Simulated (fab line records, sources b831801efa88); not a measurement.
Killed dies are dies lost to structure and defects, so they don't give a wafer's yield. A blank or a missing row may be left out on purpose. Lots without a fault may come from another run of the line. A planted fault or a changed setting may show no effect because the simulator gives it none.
A struck lot beside a sound one | flow gf180mcu | 15 steps out of a route of 602
Sound: wafers L850.1, L850.3, L850.5. Struck: wafers L863.3, L863.4, L863.6. The cause comes at the end.
At each step with rows: each side's tool, then ch and its chambers, then its first start. Under that, the readings that differ: sound wafers | struck wafers | difference of the means | sigmas: that difference in standard deviations of wafers without a fault.
alike: readings whose means differ by less than 2 such deviations, and words and numbers that are the same on both sides. not compared: withheld readings, readings that some wafer has no value for, bounds like >300 that may hide the same value, and numbers for which the record gives no deviation and whose values overlap.
The two part at a step that has a row with sigmas, a row that says differs or no value, or rows on one side only. Numbers that don't overlap but have no deviation are shown without sigmas and don't part them. A reading that every wafer of one side lacks parts them only if that side has two wafers or more.

GF_CONTACT_ETCH_16: etches BARC in N2/H2.
  sound on rie_diel-01 ch 0,2,3, day 17 08:00; struck on rie_diel-01 ch 1,3, day 22 02:48
  reading               | sound             | struck            | difference | sigmas
  oes_product_au (a.u.) | 0.849 0.849 0.852 | 0.861 0.860 0.858 | +0.010     | +2
  alike: drypump_motor_current_A, n2_flow_sccm, throttle_valve_pct
then, 5 steps without rows for these wafers: GF_CONTACT_ETCH_17 (etches SiO2 in C4F8/O2/Ar, stops on CoSi2, target depth 860 nm); GF_CONTACT_STRIP_18 (strips in O2/N2); GF_CONTACT_CLEAN_19 (cleans in SPM); GF_CONTACT_CLEAN_20 (cleans in DIW); GF_CONTACT_CLEAN_21 (cleans in dHF, time 20 s).
GF_CONTACT_SPUTTER_22: material Ti, target thk 15 nm, time 80.02 s.
  sound on pvd_sputter-02, day 17 08:28; struck on pvd_sputter-01, day 22 03:17
  reading                  | sound             | struck            | difference | sigmas
  chamber_pressure_pa (Pa) | 4.991 4.997 5.000 | 5.012 5.028 5.005 | +0.019     | +2
  alike: cathode_dc_power_W, throttle_valve_pct
then, 1 step without rows for these wafers: GF_CONTACT_SPUTTER_23 (material TiN, target thk 10 nm, time 40 s).
GF_CONTACT_CVD_24: deposits W, target thk 300 nm, time 90.339 s.
  sound on cvd_w-02 ch 0,1, day 17 08:34; struck on cvd_w-02 ch 0,1, day 22 03:25
  alike: heater_power_w
GF_CONTACT_RS_MEAS_25: measures by four-point-probe.
  sound on film_metro-03, day 17 08:40; struck on film_metro-01, day 22 03:32
  alike: CONTACT_W_RS
GF_CONTACT_THK_MEAS_26: measures by xrf.
  sound on film_metro-03, day 17 08:47; struck on film_metro-01, day 22 03:38
  alike: CONTACT_W_THK
GF_CONTACT_CMP_27: polishes, stops on SiO2, t overpolish 15 s, target thk 0 nm.
  sound on cmp-02 ch 0,1, day 17 08:51; struck on cmp-01 ch 0,1, day 22 03:43
  alike: motor_current_A, overpolish_run_s, time_to_endpoint_s
GF_M1_SPUTTER_00: material Ti, target thk 37.5 nm, time 150 s.
  sound on pvd_sputter-01, day 17 09:09; struck on pvd_sputter-03, day 22 03:58
  reading                               | sound                | struck               | difference | sigmas
  cathode_dc_power_W (W)                | 4000.4 4000.3 3999.8 | 3618.6 3616.5 3618.6 | -382.3     | -99 or more
  model.Ti_of_M1_SPUTTER_00.thk_nm (nm) | 37.56 37.75 37.82    | 34.38 34.07 34.31    | -3.46      |
  alike: chamber_pressure_pa, throttle_valve_pct
GF_M1_SPUTTER_01: material TiN, target thk 30 nm, time 25 s.
  sound on pvd_sputter-01, day 17 09:15; struck on pvd_sputter-03, day 22 04:04
  alike: cathode_dc_power_W, chamber_pressure_pa, throttle_valve_pct
then, 1 step without rows for these wafers: GF_PASSIVATION_PROBE_99.

WHERE THEY PART
First at GF_CONTACT_ETCH_16; last, within this record, at GF_M1_SPUTTER_00. Later steps at which nothing parts them and some readings are alike: GF_M1_SPUTTER_01.

WHY: what the simulator had put in
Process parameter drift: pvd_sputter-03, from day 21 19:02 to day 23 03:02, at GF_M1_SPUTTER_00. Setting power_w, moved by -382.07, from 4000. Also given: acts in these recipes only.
